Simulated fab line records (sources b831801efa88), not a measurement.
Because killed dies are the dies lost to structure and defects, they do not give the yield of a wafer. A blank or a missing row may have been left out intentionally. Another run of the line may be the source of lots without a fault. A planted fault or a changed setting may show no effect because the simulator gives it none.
Problem report in the 8D (eight disciplines) form, filled by code | flow sky130 | the parts of the form that need people (team, actions taken, sign-off) are left out

== 1. THE PROBLEM ==
At SKY_CONTACT_CMP_27, overpolishRunS averages 16.069 s over 2 wafers from 2 lots, while fault-free wafers read 15.000 s, standard deviation 0.0092. So: +99 or more standard deviations from the usual mean.
The step: polishes, stops on SiO2, t overpolish 15 s, target thk 0 nm.
First seen on wafer L751.3, day 38 11:41, on cmp-02. The record has a number at this step for 18 wafers belonging to 6 lots. By rule, "out" or "out of limits" means more than 4 standard deviations away from the usual mean. The other wafers with a number count as sound.

== 2. WHAT IT IS AND WHAT IT IS NOT ==
question                    | is                | is not
which readings at this step | overpolishRunS    | edgeZonePressureFrac, motorCurrentA, timeToEndpointS
which lots                  | L751, L752        | L733, L734, L740, L742
which wafers of those lots  | L751.3, L752.4    | L751.4, L751.6, L752.2, L752.3
read on which tools         | cmp-02            | cmp-01
when                        | from day 38 11:41 | up to then (14 sound wafers); but 2 sound wafers of L752 came after

== 3. SUSPECTS, AND WHAT RULES EACH OUT ==
Counting: a tool at a process step up to the reading stays a suspect if it ran every lot that is out. Sound lots after the first of them don't rule it out here, since some wafers of a struck lot are sound.
- pvdSputter-01 at SKY_CONTACT_SPUTTER_23 (material TiN, target thk 20 nm, time 80 s): kept. Ran every lot that is out, first one L751 (day 38 11:20); last sound lot up to then L740 (day 35 01:05).
- cvdW-01 at SKY_CONTACT_CVD_24 (deposits W, target thk 340 nm, time 102.12 s): kept. It ran every lot that is out, first L751 (day 38 11:26).
- cmp-02 at SKY_CONTACT_CMP_27 (polishes, stops on SiO2, t overpolish 15 s, target thk 0 nm): kept. Ran every lot that is out, first one L751 (day 38 11:41); last sound lot up to then L740 (day 35 01:26). Its own overpolishRunS readings are out on those wafers.
- Within cmp-02 at SKY_CONTACT_CMP_27: the wafers that are out ran in chamber 1; their sound lot-mates ran in chambers 0, 2, 3.
Left after counting: pvdSputter-01 at SKY_CONTACT_SPUTTER_23, cvdW-01 at SKY_CONTACT_CVD_24, cmp-02 at SKY_CONTACT_CMP_27.

== 4. THE CAUSE (what the simulator had put in) ==
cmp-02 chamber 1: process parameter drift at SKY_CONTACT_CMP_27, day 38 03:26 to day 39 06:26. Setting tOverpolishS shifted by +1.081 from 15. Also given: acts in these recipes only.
After counting, 3 suspects remain, this tool included.

== 5. THE EFFECT CHAIN, in route order ==
Each row: a reading where the mean over the struck wafers with a number is more than 3 standard deviations away from the usual. Readings are gone through only where the record gives a usual standard deviation; hours: the median, over the lots, of the time from a lot's start at the first step in this table giving one to that lot's start at this step; sigmas: the change measured in usual standard deviations.
hours | step               | reading        | usual    | on struck wafers | change | sigmas
0     | SKY_CONTACT_CMP_27 | overpolishRunS | 15.000 s | 16.069           | +1.069 | +99 or more
The process steps in it:
- SKY_CONTACT_CMP_27: polishes, stops on SiO2, t overpolish 15 s, target thk 0 nm.

== 6. HOW IT WOULD HAVE BEEN CAUGHT EARLIER ==
8 hours passed between the start of the fault at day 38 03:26 and the first reading out of limits in this record, taken at day 38 11:41.
